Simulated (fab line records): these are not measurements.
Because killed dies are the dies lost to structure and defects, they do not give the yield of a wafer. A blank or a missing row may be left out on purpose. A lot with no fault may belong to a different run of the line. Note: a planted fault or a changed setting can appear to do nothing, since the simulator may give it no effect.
Which of the tools did it? :: flow gf180mcu :: Sampling: 12 lots, 36 wafers, 5 of 602 route steps

WHAT THE GAUGES SHOWED, per wafer
GF_V4_THK_MEAS_01.
lot: L760
measured: day 23 15:56
on: film-metro-02
V4_CVD_00_THK (nm): 582 604 586

lot: L761
measured: day 23 23:35
on: film-metro-02
V4_CVD_00_THK (nm): 599 600 610

lot: L763
measured: day 24 17:01
on: film-metro-01
V4_CVD_00_THK (nm): 618 587 609

lot: L764
measured: day 25 01:51
on: film-metro-02
V4_CVD_00_THK (nm): 611 585 596

lot: L766
measured: day 25 17:26
on: film-metro-01
V4_CVD_00_THK (nm): 590 606 604

lot: L768
measured: day 26 10:07
on: film-metro-04
V4_CVD_00_THK (nm): 597 593 588

lot: L770
measured: day 27 06:12
on: film-metro-04
V4_CVD_00_THK (nm): 595 601 600

lot: L776
measured: day 28 19:35
on: film-metro-02
V4_CVD_00_THK (nm): 591 595 584

lot: L778
measured: day 29 14:43
on: film-metro-01
V4_CVD_00_THK (nm): 597 595 604

lot: L780
measured: day 30 02:41
on: film-metro-01
V4_CVD_00_THK (nm): 602 595 598

lot: L781
measured: day 30 07:13
on: film-metro-02
V4_CVD_00_THK (nm): 582 577 586

lot: L783
measured: day 31 00:19
on: film-metro-02
V4_CVD_00_THK (nm): 601 591 609

GF_V4_THK_MEAS_03.
lot: L760
measured: day 23 16:03
on: film-metro-02
V4_CVD_02_THK (nm): 842 842 848

lot: L761
measured: day 23 23:43
on: film-metro-04
V4_CVD_02_THK (nm): 822 827 828

lot: L763
measured: day 24 17:08
on: film-metro-04
V4_CVD_02_THK (nm): 833 835 848

lot: L764
measured: day 25 01:59
on: film-metro-04
V4_CVD_02_THK (nm): 834 836 845

lot: L766
measured: day 25 17:34
on: film-metro-04
V4_CVD_02_THK (nm): 857 849 855

lot: L768
measured: day 26 10:15
on: film-metro-01
V4_CVD_02_THK (nm): 810 813 813

lot: L770
measured: day 27 06:20
on: film-metro-02
V4_CVD_02_THK (nm): 801 820 808

lot: L776
measured: day 28 19:43
on: film-metro-01
V4_CVD_02_THK (nm): 860 877 872

lot: L778
measured: day 29 14:51
on: film-metro-04
V4_CVD_02_THK (nm): 850 869 867

lot: L780
measured: day 30 02:49
on: film-metro-02
V4_CVD_02_THK (nm): 817 868 837

lot: L781
measured: day 30 07:20
on: film-metro-02
V4_CVD_02_THK (nm): 821 823 835

lot: L783
measured: day 31 00:26
on: film-metro-01
V4_CVD_02_THK (nm): 826 854 868

EACH LOT AND THE TOOL THAT RAN IT (in order: tool; ch and the chambers of the sampled wafers; start)
lot: L760
GF_V3_SPUTTER_22: pvd-sputter-01, day 22 14:58
GF_M4_SPUTTER_02: pvd-sputter-02, day 22 16:06
GF_V4_CVD_02: pecvd-01 ch 0,1, day 23 15:59

lot: L761
GF_V3_SPUTTER_22: pvd-sputter-01, day 22 22:24
GF_M4_SPUTTER_02: pvd-sputter-04, day 22 23:10
GF_V4_CVD_02: pecvd-02 ch 1,2, day 23 23:38

lot: L763
GF_V3_SPUTTER_22: pvd-sputter-01, day 23 16:52
GF_M4_SPUTTER_02: pvd-sputter-04, day 23 17:38
GF_V4_CVD_02: pecvd-03 ch 0,1, day 24 17:04

lot: L764
GF_V3_SPUTTER_22: pvd-sputter-04, day 24 01:47
GF_M4_SPUTTER_02: pvd-sputter-03, day 24 02:32
GF_V4_CVD_02: pecvd-02 ch 1,2, day 25 01:54

lot: L766
GF_V3_SPUTTER_22: pvd-sputter-01, day 24 18:16
GF_M4_SPUTTER_02: pvd-sputter-02, day 24 19:02
GF_V4_CVD_02: pecvd-03 ch 0,1,2, day 25 17:29

lot: L768
GF_V3_SPUTTER_22: pvd-sputter-04, day 25 11:22
GF_M4_SPUTTER_02: pvd-sputter-02, day 25 12:08
GF_V4_CVD_02: pecvd-03 ch 0,1,2, day 26 10:11

lot: L770
GF_V3_SPUTTER_22: pvd-sputter-04, day 26 07:25
GF_M4_SPUTTER_02: pvd-sputter-02, day 26 08:11
GF_V4_CVD_02: pecvd-03 ch 0,1, day 27 06:14

lot: L776
GF_V3_SPUTTER_22: pvd-sputter-04, day 28 00:28
GF_M4_SPUTTER_02: pvd-sputter-03, day 28 01:13
GF_V4_CVD_02: pecvd-01 ch 0,2, day 28 19:38

lot: L778
GF_V3_SPUTTER_22: pvd-sputter-04, day 28 17:39
GF_M4_SPUTTER_02: pvd-sputter-03, day 28 18:34
GF_V4_CVD_02: pecvd-02 ch 0,1, day 29 14:46

lot: L780
GF_V3_SPUTTER_22: pvd-sputter-04, day 29 05:49
GF_M4_SPUTTER_02: pvd-sputter-02, day 29 06:34
GF_V4_CVD_02: pecvd-03 ch 0,2, day 30 02:44

lot: L781
GF_V3_SPUTTER_22: pvd-sputter-03, day 29 10:34
GF_M4_SPUTTER_02: pvd-sputter-02, day 29 11:30
GF_V4_CVD_02: pecvd-03 ch 0,1, day 30 07:16

lot: L783
GF_V3_SPUTTER_22: pvd-sputter-01, day 30 04:21
GF_M4_SPUTTER_02: pvd-sputter-02, day 30 05:07
GF_V4_CVD_02: pecvd-02 ch 0,1,2, day 31 00:22
- GF_V3_SPUTTER_22: material TiN, target thk 10 nm, time 40 s.
- GF_M4_SPUTTER_02: material AlCu, target thk 450 nm, time 23.9 s.
- GF_V4_CVD_02: deposits SiO2 from TEOS, target thk 850 nm, time 94.851 s.

AS READ BY THE TOOLS THEMSELVES (means over the sampled wafers that have a number; for cases with no such wafer, the mark the record gives instead)
GF_V3_SPUTTER_22.
lot: L760
tool: pvd-sputter-01
throttle-valve-pct (%): 29.8

lot: L761
tool: pvd-sputter-01
throttle-valve-pct (%): 28.9

lot: L763
tool: pvd-sputter-01
throttle-valve-pct (%): 29.7

lot: L764
tool: pvd-sputter-04
throttle-valve-pct (%): 29.9

lot: L766
tool: pvd-sputter-01
throttle-valve-pct (%): 29.1

lot: L768
tool: pvd-sputter-04
throttle-valve-pct (%): 29.8

lot: L770
tool: pvd-sputter-04
throttle-valve-pct (%): 29.9

lot: L776
tool: pvd-sputter-04
throttle-valve-pct (%): 29.9

lot: L778
tool: pvd-sputter-04
throttle-valve-pct (%): 29.4

lot: L780
tool: pvd-sputter-04
throttle-valve-pct (%): 29.4

lot: L781
tool: pvd-sputter-03
throttle-valve-pct (%): 29.4

lot: L783
tool: pvd-sputter-01
throttle-valve-pct (%): 30.5

GF_M4_SPUTTER_02.
lot: L760
tool: pvd-sputter-02
throttle-valve-pct (%): 30.2

lot: L761
tool: pvd-sputter-04
throttle-valve-pct (%): 29.4

lot: L763
tool: pvd-sputter-04
throttle-valve-pct (%): 29.5

lot: L764
tool: pvd-sputter-03
throttle-valve-pct (%): 29.8

lot: L766
tool: pvd-sputter-02
throttle-valve-pct (%): 29.5

lot: L768
tool: pvd-sputter-02
throttle-valve-pct (%): 30.1

lot: L770
tool: pvd-sputter-02
throttle-valve-pct (%): 29.6

lot: L776
tool: pvd-sputter-03
throttle-valve-pct (%): 29.7

lot: L778
tool: pvd-sputter-03
throttle-valve-pct (%): 29.6

lot: L780
tool: pvd-sputter-02
throttle-valve-pct (%): 29.8

lot: L781
tool: pvd-sputter-02
throttle-valve-pct (%): 29.6

lot: L783
tool: pvd-sputter-02
throttle-valve-pct (%): 30.1

GF_V4_CVD_02.
lot: L760
tool: pecvd-01
heater-power-w (W): 680

lot: L761
tool: pecvd-02
heater-power-w (W): 657

lot: L763
tool: pecvd-03
heater-power-w (W): 567

lot: L764
tool: pecvd-02
heater-power-w (W): 623

lot: L766
tool: pecvd-03
heater-power-w (W): 669

lot: L768
tool: pecvd-03
heater-power-w (W): 636

lot: L770
tool: pecvd-03
heater-power-w (W): 652

lot: L776
tool: pecvd-01
heater-power-w (W): 575

lot: L778
tool: pecvd-02
heater-power-w (W): 633

lot: L780
tool: pecvd-03
heater-power-w (W): 678

lot: L781
tool: pecvd-03
heater-power-w (W): 579

lot: L783
tool: pecvd-02
heater-power-w (W): 644

THE ANSWER, worked out from the rows above alone
Rule: usual is defined by the lots themselves. The widest of any qualifying gaps counts: lots, ordered by their means at a reading, are off when they make up no more than a third of the lots, leave a main group of 4 or more, and stand apart from it by 3 or more times the standard deviation of that group's means. The tables above print the reading to a certain number of digits; a main group whose means all agree to those digits is not used. A lot without any number at a reading at which 4 lots or more have one is off too. Where the step has rows for the other lots, those lots are counted as sound. After the gauges, taken in route order, come the tools' own readings; for these a lot's mean is taken, as printed above. At the first step where some lot is off, the reading lying furthest off is the one used; lots without a number count as furthest.
Nothing can be told from this: no lot is off at any reading shown.

WHAT THE SIMULATOR HAD INSERTED
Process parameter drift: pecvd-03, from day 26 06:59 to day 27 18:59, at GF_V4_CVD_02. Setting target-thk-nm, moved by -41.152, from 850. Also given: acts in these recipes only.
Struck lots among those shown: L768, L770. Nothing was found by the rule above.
